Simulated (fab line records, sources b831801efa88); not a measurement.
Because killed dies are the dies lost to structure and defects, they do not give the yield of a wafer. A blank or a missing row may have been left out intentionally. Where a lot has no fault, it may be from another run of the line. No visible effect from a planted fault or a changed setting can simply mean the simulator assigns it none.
fab line records	flow sky130
record: lots: 7	wafers: 21	last-day: 50
route steps=708 shown METAL5@665 PAD_OPEN@708
lots that met no fault: from a run of the same line without faults
start-h: hours from the record's first day to the start of the lot's first wafer shown	wait-h: how many hours have passed since the lot's step before this one	" identical to the entry in the row above	L1.1+2: one row covering several wafers at once	- no value, or no start was given	* or withheld: withheld	< > ~ a bound
route shown NAME@n: NAME is a module with steps in the file, n the number in the route of the first one	usual: average and standard deviation across the fault-free wafers	same: alike in all rows	chamber/n: place in a boat	sites: readings site by site	_std_site: how widely they spread, as a standard deviation	_edge_site: outer sites' mean less inner sites'	radius-mm: for every site, how far away it sits from the centre of the wafer	mask NAME#n: copy n	behind: the tool/chamber that last shaped the wafer	hold: why the lot went on hold/how many hours it stayed there/how the hold came to an end	device: the transistor (n, p or np) that didn't switch	end of line: tests of these same wafers at the route's end	a step given without rows: its recipe and nothing more	killed: dies that structure and defects cost at the first sort, which is not the same as the wafer's yield	map: a wafer's dies, marking killed ones x, the rest . and places with no die _
set.NAME: the setting as run; set.NAME@STEP: as run at that earlier step	model.NAME: the simulator's own value behind a step, which no gauge read
lots seen at some steps along the route; tables by step, rows by wafer
services: the hour from which a tool's chamber was out of use, counted from the record's first day as start-h (under 0 if before that day), plus the number of hours and why
== steps ==
step: SKY_METAL5_SPUTTER_04
recipe: material: TiN	target-thk-nm: 70	power-w: 6500	time-s: 58.3	chamber-pressure-pa: 0.4
usual: throttle-valve-pct: 30.1/0.95
lot.wafer	tool	chamber	start-h	wait-h	throttle-valve-pct
L325.2	pvd-sputter-01	-	1093.67	0.0	32.2
L325.3	"	-	"	"	29.9
L325.6	"	-	"	"	29.7
L330.1	pvd-sputter-01	-	1100.79	0.0	32.0
L330.2	"	-	"	"	28.3
L330.6	"	-	"	"	28.3
L331.1	pvd-sputter-04	-	1106.05	0.0	28.7
L331.2	"	-	"	"	30.2
L331.3	"	-	"	"	30.4
L332.2	pvd-sputter-03	-	1111.68	0.0	30.6
L332.5	"	-	"	"	29.3
L332.6	"	-	"	"	30.1
L335.3	pvd-sputter-01	-	1125.74	0.0	28.2
L335.5	"	-	"	"	28.1
L335.6	"	-	"	"	29.9
L338.1	pvd-sputter-03	-	1142.96	0.0	30.2
L338.3	"	-	"	"	31.2
L338.6	"	-	"	"	29.3
L339.2	pvd-sputter-03	-	1157.06	0.0	30.5
L339.5	"	-	"	"	29.9
L339.6	"	-	"	"	31.4
step: SKY_METAL5_RS_MEAS_05
recipe: thk-meas-gauge: four-point-probe	reads: TiN_of_METAL5_SPUTTER_04+Ti_of_METAL5_SPUTTER_03+AlCu_of_METAL5_SPUTTER_02+TiN_of_METAL5_SPUTTER_01+Ti_of_METAL5_SPUTTER_00
usual: METAL5_ALCU_RS: 0.02706/0.00027
lot.wafer	tool	chamber	start-h	wait-h	METAL5_ALCU_RS[ohm/sq]
L325.2	film-metro-02	-	1093.74	0.0	0.02723
L325.3	"	-	"	"	0.0272
L325.6	"	-	"	"	0.02701
L330.1	film-metro-01	-	1100.84	0.0	0.02771
L330.2	"	-	"	"	0.02758
L330.6	"	-	"	"	0.02776
L331.1	film-metro-03	-	1106.10	0.0	0.02701
L331.2	"	-	"	"	0.0267
L331.3	"	-	"	"	0.02704
L332.2	film-metro-03	-	1111.75	0.0	0.02686
L332.5	"	-	"	"	0.02698
L332.6	"	-	"	"	0.02682
L335.3	film-metro-02	-	1125.83	0.1	0.02728
L335.5	"	-	"	"	0.02736
L335.6	"	-	"	"	0.02668
L338.1	film-metro-02	-	1143.01	0.0	0.02717
L338.3	"	-	"	"	0.02721
L338.6	"	-	"	"	0.02709
L339.2	film-metro-02	-	1157.13	0.0	0.02656
L339.5	"	-	"	"	0.02682
L339.6	"	-	"	"	0.02686
step: SKY_METAL5_THK_MEAS_06
recipe: thk-meas-gauge: xrf	reads: AlCu_of_METAL5_SPUTTER_02
usual: METAL5_ALCU_THK: 1160/12
lot.wafer	tool	chamber	start-h	wait-h	METAL5_ALCU_THK[nm]
L325.2	film-metro-02	-	1093.85	0.1	1149
L325.3	"	-	"	"	1147
L325.6	"	-	"	"	1152
L330.1	film-metro-01	-	1100.96	0.1	1135
L330.2	"	-	"	"	1139
L330.6	"	-	"	"	1135
L331.1	film-metro-03	-	1106.22	0.1	1163
L331.2	"	-	"	"	1179
L331.3	"	-	"	"	1150
L332.2	film-metro-03	-	1111.86	0.1	1168
L332.5	"	-	"	"	1156
L332.6	"	-	"	"	1162
L335.3	film-metro-02	-	1125.93	0.1	1152
L335.5	"	-	"	"	1151
L335.6	"	-	"	"	1167
L338.1	film-metro-02	-	1143.13	0.1	1150
L338.3	"	-	"	"	1147
L338.6	"	-	"	"	1157
L339.2	film-metro-02	-	1157.24	0.1	1174
L339.5	"	-	"	"	1162
L339.6	"	-	"	"	1164
step: SKY_METAL5_DEHYDRATE_07
recipe: temp-c: 200	time-s: 60
step: SKY_METAL5_HMDS_08
recipe: prime-time-s: 60	prime-temp-c: 120
step: SKY_METAL5_COAT_09
recipe: resist: NOVOLAK	spin-rpm: 3000	resist-thk-nm: 1800
step: SKY_METAL5_SOFTBAKE_10
recipe: temp-c: 90	time-s: 60	resist: NOVOLAK
step: SKY_METAL5_EXPOSE_11
recipe: mask-id: MM5	na: 0.6	source-shape: conventional	sigma-outer: 0.6	polarization: unpolarized	target-cd-nm: 1600	dose-mj: 190
step: SKY_METAL5_PEB_12
recipe: temp-c: withheld	time-s: *	resist: NOVOLAK
step: SKY_METAL5_DEVELOP_13
recipe: resist: NOVOLAK	developer: TMAH	develop-time-s: 60	dev-temp-c: 23
step: SKY_METAL5_DESCUM_14
recipe: chemistry: O2	source-power-w: 150	bias-power-w: 0	pressure-mtorr: 10	temp-c: 40	time-s: 11
usual: chamber-pressure-mTorr: 10.000/0.011	drypump-motor-current-A: 6.1/0.35	oes-product-au: 1.002/0.01	rf-fwd-power-W: 147.2/0.85
lot.wafer	tool	chamber	start-h	wait-h	chamber-pressure-mTorr	drypump-motor-current-A	oes-product-au	rf-fwd-power-W	rf-hours-counter-h
L325.2	rie-metal-01	1	1114.19	0.1	9.988	6.4	0.988	148.1	24
L325.3	"	1	"	"	10.008	6.4	0.992	147.9	-
L325.6	"	0	"	"	9.979	6.2	1.010	146.4	-
L330.1	rie-metal-02	0	1120.34	0.1	10.002	6.0	1.003	147.3	26
L330.2	"	1	"	"	9.994	5.7	1.015	148.6	15
L330.6	"	1	"	"	10.000	5.7	1.015	148.5	-
L331.1	rie-metal-03	0	1125.29	0.1	10.004	6.5	1.005	147.9	25
L331.2	"	1	"	"	9.991	5.3	1.010	146.1	2
L331.3	"	0	"	"	10.012	6.5	1.017	147.4	-
L332.2	rie-metal-02	0	1130.17	0.1	9.995	6.1	1.013	147.5	26
L332.5	"	0	"	"	10.005	6.0	1.007	147.4	-
L332.6	"	1	"	"	10.003	5.7	1.018	147.4	-
L335.3	rie-metal-01	0	1145.13	0.1	9.998	6.2	0.990	146.8	-
L335.5	"	1	"	"	10.018	6.4	0.978	148.0	-
L335.6	"	0	"	"	9.989	6.2	0.998	146.5	-
L338.1	rie-metal-03	0	1162.01	0.1	9.987	6.5	1.007	147.5	28
L338.3	"	0	"	"	10.018	6.5	1.003	148.1	-
L338.6	"	0	"	"	10.017	6.5	0.998	147.3	-
L339.2	rie-metal-01	1	1174.36	0.1	10.001	6.4	0.990	148.9	28
L339.5	"	1	"	"	9.997	6.4	0.990	149.0	-
L339.6	"	0	"	"	9.991	6.2	0.994	146.0	-
step: SKY_METAL5_METAL_ETCH_15
recipe: target-depth-a: 12600	stop-on: SiO2	over-etch-frac: 0.2	time-s: 252	chemistry: Cl2/BCl3	resist-sidewall-deg: 86	pressure-mtorr: 10	icp-w: 900	bias-w: 48.5	Cl2_flow_sccm: 60	bcl3-flow-sccm: 30
usual: bias-w: 48.50/0.14	chamber-pressure-mTorr: 9.999/0.0093	drypump-motor-current-A: 6.1/0.34	oes-product-au: 0.894/0.005	rf-fwd-power-W: 897.1/2.8	throttle-valve-pct: 22.262/0.0089
same: over-etch-frac: 0.2
lot.wafer	tool	chamber	start-h	wait-h	bias-w	chamber-pressure-mTorr	drypump-motor-current-A	oes-product-au	rf-fwd-power-W	rf-hours-counter-h	throttle-valve-pct
L325.2	rie-metal-01	1	1114.22	0.0	48.57	9.996	6.4	0.893	900.7	24	22.247
L325.3	"	1	"	"	48.72	10.011	6.4	0.894	898.4	-	22.273
L325.6	"	0	"	"	48.47	10.007	6.2	0.891	893.3	-	22.267
L330.1	rie-metal-02	0	1120.37	0.0	48.61	9.993	6.0	0.894	895.2	26	22.256
L330.2	"	1	"	"	48.68	9.994	5.7	0.898	898.3	15	22.259
L330.6	"	1	"	"	48.76	10.008	5.7	0.884	899.3	-	22.260
L331.1	rie-metal-03	0	1125.32	0.0	48.45	10.006	6.5	0.890	901.4	25	22.247
L331.2	"	1	"	"	48.41	9.983	5.3	0.892	902.7	2	22.277
L331.3	"	0	"	"	48.50	10.000	6.5	0.884	898.3	-	22.270
L332.2	rie-metal-02	0	1130.21	0.0	48.85	10.016	6.0	0.896	901.1	26	22.255
L332.5	"	0	"	"	48.61	10.002	6.0	0.901	895.6	-	22.259
L332.6	"	1	"	"	48.47	10.004	5.7	0.886	899.2	-	22.238
L335.3	rie-metal-01	0	1145.23	0.1	48.33	10.004	6.2	0.899	896.0	-	22.256
L335.5	"	1	"	"	48.56	9.999	6.4	0.898	894.2	-	22.258
L335.6	"	0	"	"	48.63	10.003	6.2	0.896	900.5	-	22.260
L338.1	rie-metal-03	0	1162.08	0.1	48.56	10.005	6.5	0.892	897.1	28	22.273
L338.3	"	0	"	"	48.71	9.997	6.5	0.886	900.1	-	22.275
L338.6	"	0	"	"	48.80	10.001	6.5	0.890	897.3	-	22.257
L339.2	rie-metal-01	1	1174.39	0.0	48.46	9.988	6.4	0.898	893.9	28	22.263
L339.5	"	1	"	"	48.23	10.012	6.4	0.885	899.1	-	22.269
L339.6	"	0	"	"	48.50	9.993	6.2	0.896	898.1	-	22.259
step: SKY_METAL5_STRIP_16
recipe: chemistry: O2/N2	power-w: 1400	pressure-mtorr: 1500	platen-temp-c: withheld	o2-flow-sccm: 3000	n2-flow-sccm: 300	overash-fraction: 0.5
usual: chamber-pressure-mTorr: 1500.1/1.2	drypump-motor-current-A: 5.8/0.43	oes-product-au: 0.710/0.0046	strip-time-to-endpoint-s: 13.05/0.15
lot.wafer	tool	chamber	start-h	wait-h	chamber-pressure-mTorr	drypump-motor-current-A	oes-product-au	rf-hours-counter-h	strip-time-to-endpoint-s	model.NOVOLAK_of_METAL5_COAT_09.thk-nm
L325.2	plasma-asher-02	1	1114.46	0.2	1498.8	6.2	0.705	5	13.30	0
L325.3	"	0	"	"	1499.7	5.6	0.708	-	13.31	0
L325.6	"	1	"	"	1501.6	6.2	0.711	-	13.16	0
L330.1	plasma-asher-04	0	1120.61	0.2	-	-	-	-	-	1033
L330.2	"	1	"	"	-	-	-	-	-	1020
L330.6	"	1	"	"	-	-	-	-	-	1013
L331.1	plasma-asher-01	0	1125.56	0.2	-	-	-	-	-	1033
L331.2	"	1	"	"	-	-	-	-	-	1045
L331.3	"	1	"	"	-	-	-	-	-	1035
L332.2	plasma-asher-01	0	1130.44	0.2	-	-	-	-	-	1033
L332.5	"	0	"	"	-	-	-	-	-	1031
L332.6	"	1	"	"	-	-	-	-	-	1025
L335.3	plasma-asher-01	1	1145.42	0.1	1500.9	5.1	0.707	-	13.19	0
L335.5	"	0	"	"	1501.4	6.2	0.716	-	13.34	0
L335.6	"	1	"	"	1500.9	5.1	0.718	-	13.19	0
L338.1	plasma-asher-04	1	1162.55	0.4	1501.2	6.1	0.703	65	12.91	0
L338.3	"	0	"	"	1502.4	6.0	0.722	-	12.95	0
L338.6	"	0	"	"	1501.7	6.0	0.710	-	12.86	0
L339.2	plasma-asher-02	0	1174.63	0.2	1501.3	5.5	0.712	11	13.14	0
L339.5	"	0	"	"	1500.1	5.5	0.716	-	13.17	0
L339.6	"	1	"	"	1502.0	6.2	0.705	-	13.09	0
step: SKY_METAL5_STRIP_17
recipe: chemistry: post-etch-residue-remover	time-s: 1200	temp-c: 72.5
step: SKY_PAD_OPEN_PROBE_99
usual: defect-limited-yield: 82.5/1.8	killed_at_M0_to_M3: 43/6.5	killed_at_M4_up: 3/1.7	killed-at-contacts: 25/5.1	killed-at-front-end: 15/3.8	killed-at-other: 0.2/0.45	killed-dies: 86/8.8	killed-open: 47/6.7	killed-short: 39/6	sort_bin_3_pad_short: 0.9/0.46	sort_bin_5_function: 10.2/1.4	sort_bin_6_memory: 6.4/1	sort-n-pass: 406/8.8	sort-yield-pct: 82.5/1.8
same: gross-dies: 492	killed-at-back-side: 0	sort_bin_4_leakage[%]: 0	sort_bin_8_speed[%]: 0
lot.wafer	tool	chamber	start-h	wait-h	defect-limited-yield[%]	killed_at_M0_to_M3	killed_at_M4_up	killed-at-contacts	killed-at-front-end	killed-at-other	killed-dies	killed-open	killed-short	sort_bin_3_pad_short[%]	sort_bin_5_function[%]	sort_bin_6_memory[%]	sort-n-pass	sort-yield-pct[%]	model.etest.met5-comb.leak-log10-a-um	model.etest.met5.line-ohm-um
L325.2	prober-02	-	1155.21	0.1	79.7	53	5	25	17	0	100	54	46	1.6	12.0	6.7	392	79.7	-11.96	0.01692
L325.3	prober-02	-	1155.26	0.2	83.3	38	5	20	19	0	82	43	39	0.4	10.0	6.3	410	83.3	-11.92	0.01683
L325.6	prober-02	-	1155.41	0.2	81.5	50	1	27	13	0	91	52	39	1.4	9.6	7.5	401	81.5	-12.06	0.01703
L330.1	prober-02	-	1161.17	0.1	81.7	47	3	29	11	0	90	44	46	0.4	11.6	6.3	402	81.7	-11.16	0.01752
L330.2	prober-02	-	1161.22	0.1	80.7	49	3	26	17	0	95	54	41	1.4	11.6	6.3	397	80.7	-11.22	0.01771
L330.6	prober-02	-	1161.42	0.2	81.5	54	3	21	13	0	91	50	41	0.8	9.3	8.3	401	81.5	-11.09	0.01785
L331.1	prober-01	-	1166.86	0.1	84.1	49	2	14	13	0	78	44	34	0.4	8.7	6.7	414	84.1	-11.05	0.01716
L331.2	prober-01	-	1166.91	0.1	82.5	46	2	25	13	0	86	55	31	0.2	11.0	6.3	406	82.5	-11.27	0.01694
L331.3	prober-01	-	1166.96	0.2	82.5	44	4	22	16	0	86	41	45	0.8	10.2	6.5	406	82.5	-11.28	0.01707
L332.2	prober-02	-	1169.74	0.1	79.7	49	4	31	16	0	100	45	55	1.8	11.0	7.5	392	79.7	-11.25	0.01711
L332.5	prober-02	-	1169.89	0.2	81.3	42	3	30	17	0	92	49	43	1.6	10.2	6.9	400	81.3	-11.25	0.01734
L332.6	prober-02	-	1169.94	0.2	82.3	42	7	23	15	0	87	44	43	1.4	11.4	4.9	405	82.3	-11.27	0.01723
L335.3	prober-01	-	1184.58	0.2	79.3	49	0	36	17	0	102	56	46	2.6	11.8	6.3	390	79.3	-11.89	0.01716
L335.5	prober-01	-	1184.68	0.2	82.5	40	2	31	13	0	86	48	38	0.6	11.0	5.9	406	82.5	-12	0.01714
L335.6	prober-01	-	1184.73	0.2	84.1	37	4	22	15	0	78	38	40	1.0	9.8	5.1	414	84.1	-11.96	0.0168
L338.1	prober-02	-	1197.96	0.1	80.7	46	2	28	18	1	95	55	40	1.4	10.6	7.3	397	80.7	-11.92	0.017
L338.3	prober-02	-	1198.06	0.2	84.6	33	2	29	12	0	76	35	41	0.8	10.6	4.1	416	84.6	-12.07	0.01705
L338.6	prober-02	-	1198.21	0.2	85.8	38	3	16	13	0	70	41	29	0.4	8.1	5.7	422	85.8	-11.98	0.01676
L339.2	prober-01	-	1208.27	0.1	84.8	30	4	26	15	0	75	40	35	0.4	9.6	5.3	417	84.8	-12.1	0.01665
L339.5	prober-01	-	1208.42	0.2	85.0	37	1	20	15	1	74	44	30	0.8	9.3	4.9	418	85.0	-12.19	0.01678
L339.6	prober-01	-	1208.47	0.2	83.3	43	0	27	12	0	82	50	32	0.2	10.2	6.3	410	83.3	-12	0.01686
killed by level:class
L325.2 VIA1:geometric-particle:open=12 VIA3:geometric-particle:open=9 CONTACT:geometric-particle:open=8 VIA2:geometric-particle:open=7 METAL2:geometric-particle:short=6 FIELD_ISO:geometric-particle:short=5 LI_CONTACT:geometric-particle:open=5 LOCAL_INTERCONNECT:geometric-particle:short=5
L325.3 VIA1:geometric-particle:open=10 CONTACT:geometric-particle:open=9 METAL1:geometric-particle:short=9 LI_CONTACT:geometric-particle:open=6 METAL2:geometric-particle:short=6 METAL4:geometric-particle:short=5 POLY_GATE:geometric-particle:open=4 VIA2:geometric-particle:open=4
L325.6 VIA1:geometric-particle:open=14 LI_CONTACT:geometric-particle:open=8 VIA3:geometric-particle:open=8 LOCAL_INTERCONNECT:geometric-particle:short=6 CONTACT:geometric-particle:open=6 VIA3:geometric-particle:short=6 METAL1:geometric-particle:short=5 METAL2:geometric-particle:short=5
L330.1 VIA1:geometric-particle:open=9 METAL2:geometric-particle:short=9 LI_CONTACT:geometric-particle:open=8 CONTACT:geometric-particle:open=7 VIA3:geometric-particle:open=5 METAL1:geometric-particle:short=5 VIA1:geometric-particle:short=5 VIA3:geometric-particle:short=5
L330.2 VIA1:geometric-particle:open=12 LI_CONTACT:geometric-particle:open=8 VIA2:geometric-particle:open=8 CONTACT:geometric-particle:open=7 METAL2:geometric-particle:short=7 CONTACT:geometric-particle:short=6 VIA3:geometric-particle:open=5 POLY_GATE:geometric-particle:open=4
L330.6 VIA1:geometric-particle:open=14 VIA3:geometric-particle:open=8 LI_CONTACT:geometric-particle:open=7 CONTACT:geometric-particle:open=7 VIA1:geometric-particle:short=6 VIA2:geometric-particle:short=6 METAL1:geometric-particle:short=5 METAL2:geometric-particle:short=5
L331.1 VIA3:geometric-particle:open=14 VIA1:geometric-particle:open=6 LI_CONTACT:geometric-particle:open=5 VIA2:geometric-particle:open=5 FIELD_ISO:geometric-particle:open=4 METAL1:geometric-particle:short=4 VIA1:geometric-particle:short=4 METAL3:geometric-particle:short=4
L331.2 VIA3:geometric-particle:open=8 LI_CONTACT:geometric-particle:open=8 CONTACT:geometric-particle:open=8 VIA1:geometric-particle:open=6 VIA2:geometric-particle:open=6 METAL1:geometric-particle:short=5 FIELD_ISO:geometric-particle:open=4 POLY_GATE:geometric-particle:open=4
L331.3 METAL1:geometric-particle:short=8 METAL2:geometric-particle:short=8 VIA2:geometric-particle:open=8 POLY_GATE:geometric-particle:open=7 CONTACT:geometric-particle:open=7 VIA3:geometric-particle:open=6 VIA1:geometric-particle:open=5 LI_CONTACT:geometric-particle:open=4
L332.2 CONTACT:geometric-particle:open=9 METAL2:geometric-particle:short=9 LOCAL_INTERCONNECT:geometric-particle:short=8 VIA1:geometric-particle:open=8 VIA2:geometric-particle:short=7 VIA2:geometric-particle:open=6 FIELD_ISO:geometric-particle:short=5 LI_CONTACT:geometric-particle:open=5
L332.5 VIA1:geometric-particle:open=9 CONTACT:geometric-particle:open=8 FIELD_ISO:geometric-particle:open=7 LI_CONTACT:geometric-particle:open=7 VIA3:geometric-particle:open=7 CONTACT:geometric-particle:short=6 METAL2:geometric-particle:short=6 LOCAL_INTERCONNECT:geometric-particle:short=5
L332.6 CONTACT:geometric-particle:open=9 VIA1:geometric-particle:open=9 VIA3:geometric-particle:open=7 LI_CONTACT:geometric-particle:short=5 METAL2:geometric-particle:short=5 METAL3:geometric-particle:short=5 METAL4:geometric-particle:short=5 POLY_GATE:geometric-particle:short=4
L335.3 LI_CONTACT:geometric-particle:open=12 VIA3:geometric-particle:open=12 VIA1:geometric-particle:open=11 METAL1:geometric-particle:short=7 CONTACT:geometric-particle:short=7 CONTACT:geometric-particle:open=7 LOCAL_INTERCONNECT:geometric-particle:short=6 FIELD_ISO:geometric-particle:open=5
L335.5 CONTACT:geometric-particle:open=13 LI_CONTACT:geometric-particle:open=10 METAL2:geometric-particle:short=8 VIA1:geometric-particle:open=6 VIA2:geometric-particle:open=5 VIA3:geometric-particle:short=5 VIA3:geometric-particle:open=5 POLY_GATE:geometric-particle:short=4
L335.6 VIA1:geometric-particle:open=12 CONTACT:geometric-particle:open=8 METAL1:geometric-particle:short=8 FIELD_ISO:geometric-particle:short=6 LI_CONTACT:geometric-particle:open=5 LOCAL_INTERCONNECT:geometric-particle:short=5 VIA1:geometric-particle:short=5 FIELD_ISO:geometric-particle:open=3
L338.1 VIA3:geometric-particle:open=11 LI_CONTACT:geometric-particle:open=9 VIA1:geometric-particle:open=9 CONTACT:geometric-particle:open=8 METAL1:geometric-particle:short=6 POLY_GATE:geometric-particle:open=5 POLY_GATE:geometric-particle:short=5 METAL2:geometric-particle:short=5
L338.3 LI_CONTACT:geometric-particle:open=8 CONTACT:geometric-particle:short=7 METAL2:geometric-particle:short=7 VIA1:geometric-particle:open=6 CONTACT:geometric-particle:open=6 VIA2:geometric-particle:open=5 LOCAL_INTERCONNECT:geometric-particle:short=4 SPACER:geometric-particle:short=4
L338.6 VIA1:geometric-particle:open=8 CONTACT:geometric-particle:open=7 VIA3:geometric-particle:open=7 METAL2:geometric-particle:short=6 LI_CONTACT:geometric-particle:open=5 VIA3:geometric-particle:short=5 VIA2:geometric-particle:open=5 FIELD_ISO:geometric-particle:short=4
L339.2 CONTACT:geometric-particle:open=11 VIA3:geometric-particle:open=6 VIA1:geometric-particle:short=5 FIELD_ISO:geometric-particle:open=4 LOCAL_INTERCONNECT:geometric-particle:short=4 CONTACT:geometric-particle:short=4 VIA1:geometric-particle:open=4 VIA2:geometric-particle:open=4
L339.5 VIA1:geometric-particle:open=11 CONTACT:geometric-particle:open=9 POLY_GATE:geometric-particle:open=8 VIA3:geometric-particle:open=6 CONTACT:geometric-particle:short=5 METAL3:geometric-particle:short=5 METAL2:geometric-particle:short=4 FIELD_ISO:geometric-particle:short=3
L339.6 VIA1:geometric-particle:open=10 VIA3:geometric-particle:open=8 LI_CONTACT:geometric-particle:open=7 CONTACT:geometric-particle:open=6 VIA2:geometric-particle:open=6 FIELD_ISO:geometric-particle:short=5 FIELD_ISO:geometric-particle:open=5 LI_CONTACT:geometric-particle:short=5
== services ==
tool	chamber	start-h	hours	kind
rie-metal-03	1	1072.06	-	clean
rie-metal-03	1	1072.06	12.3	scheduled-down
rie-metal-03	1	1072.06	12.3	vent-cycle
rie-metal-01	0	1084.29	-	clean
rie-metal-01	0	1084.29	13.9	scheduled-down
rie-metal-01	0	1084.29	13.9	vent-cycle
rie-metal-03	1	1095.51	17.2	repair
pvd-sputter-03	3	1097.53	-	consumable-replace:kit
pvd-sputter-03	3	1097.53	18.0	scheduled-down
pvd-sputter-03	3	1097.53	18.0	vent-cycle
rie-metal-03	0	1103.01	9.8	repair
plasma-asher-02	-	1108.61	1.0	repair
rie-metal-01	1	1115.10	10.3	repair
pvd-sputter-04	0	1148.04	-	consumable-replace:kit
pvd-sputter-04	0	1148.04	18.0	scheduled-down
pvd-sputter-04	0	1148.04	18.0	vent-cycle
rie-metal-03	1	1159.22	5.7	repair
pvd-sputter-01	3	1162.43	-	consumable-replace:kit
pvd-sputter-01	3	1162.43	18.0	scheduled-down
pvd-sputter-01	3	1162.43	18.0	vent-cycle
pvd-sputter-03	2	1164.27	-	consumable-replace:kit
pvd-sputter-03	2	1164.27	18.0	scheduled-down
pvd-sputter-03	2	1164.27	18.0	vent-cycle
== key ==
first-sign: step: SKY_METAL5_STRIP_16	reading: tool-record	direction: missing
effect none on later readings
model-effect: step: SKY_METAL5_STRIP_16	value: NOVOLAK_of_METAL5_COAT_09.thk-nm	without: 0	struck: 1030
model-effect: step: SKY_PAD_OPEN_PROBE_99	value: etest.met5-comb.leak-log10-a-um	without: -12	struck: -11.2
met-at SKY_METAL5_STRIP_16
struck-wafers L330.1,L330.2,L330.6,L331.1,L331.2,L331.3,L332.2,L332.5,L332.6
fault: kind: skipped-step-whole	tool: plasma-asher-01,plasma-asher-04	chamber: -	onset-h: 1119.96	steps: SKY_METAL5_STRIP_16	scope: struck-lots-only
